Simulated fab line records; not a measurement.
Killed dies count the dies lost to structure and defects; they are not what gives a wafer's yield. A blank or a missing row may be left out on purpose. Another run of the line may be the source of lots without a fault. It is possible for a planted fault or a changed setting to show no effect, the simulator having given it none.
Chamber matching / flow gf180mcu / 4 sister chambers for GF_V5_CMP_04 on cmp-02
The step polishes SiO2. 4 wafers are shown with their chamber, then 9 later ones without.

WAFERS, EACH WITH ITS CHAMBER
wafer=L388.3; chamber=1; motorCurrentA (A)=13.1
wafer=L388.4; chamber=0; motorCurrentA (A)=13.4
wafer=L392.1; chamber=2; motorCurrentA (A)=12.3
wafer=L392.5; chamber=3; motorCurrentA (A)=12.3

WAFERS WITH NO CHAMBER GIVEN
wafer=L393.3; motorCurrentA (A)=12.4
wafer=L393.4; motorCurrentA (A)=12.6
wafer=L393.5; motorCurrentA (A)=13.4
wafer=L394.3; motorCurrentA (A)=12.9
wafer=L394.5; motorCurrentA (A)=12.6
wafer=L394.6; motorCurrentA (A)=13.3
wafer=L395.2; motorCurrentA (A)=13.0
wafer=L395.4; motorCurrentA (A)=12.1
wafer=L395.6; motorCurrentA (A)=13.2

WHICH CHAMBER EACH ONE RAN IN
wafer=L393.3; from the rows above=can't be placed: 2 or 3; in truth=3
wafer=L393.4; from the rows above=can't be placed: 2 or 3 or 1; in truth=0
wafer=L393.5; from the rows above=can't be placed: 0 or 1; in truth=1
wafer=L394.3; from the rows above=can't be placed: 1 or 0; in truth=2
wafer=L394.5; from the rows above=can't be placed: 2 or 3 or 1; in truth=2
wafer=L394.6; from the rows above=can't be placed: 0 or 1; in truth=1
wafer=L395.2; from the rows above=can't be placed: 1 or 0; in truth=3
wafer=L395.4; from the rows above=can't be placed: 2 or 3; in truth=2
wafer=L395.6; from the rows above=can't be placed: 1 or 0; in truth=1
Correct placement for 0 of the 9. These rows do not allow placing 9 (true chamber among the candidates in 6). Placed wrongly: 0.
How it was worked out, from the rows above alone: a wafer's distance from a chamber is the root of the sum, over the readings, of the square of ((its reading less the chamber's mean) divided by the reading's scatter). If the next closest chamber is less than 2 further off than the closest, the wafer can't be placed; otherwise it belongs to the closest. For every chamber, the mean is computed from those of its wafers that are shown. The scatter: root of mean squared gap, hidden wafer to nearest shown wafer, with one shown wafer a chamber.
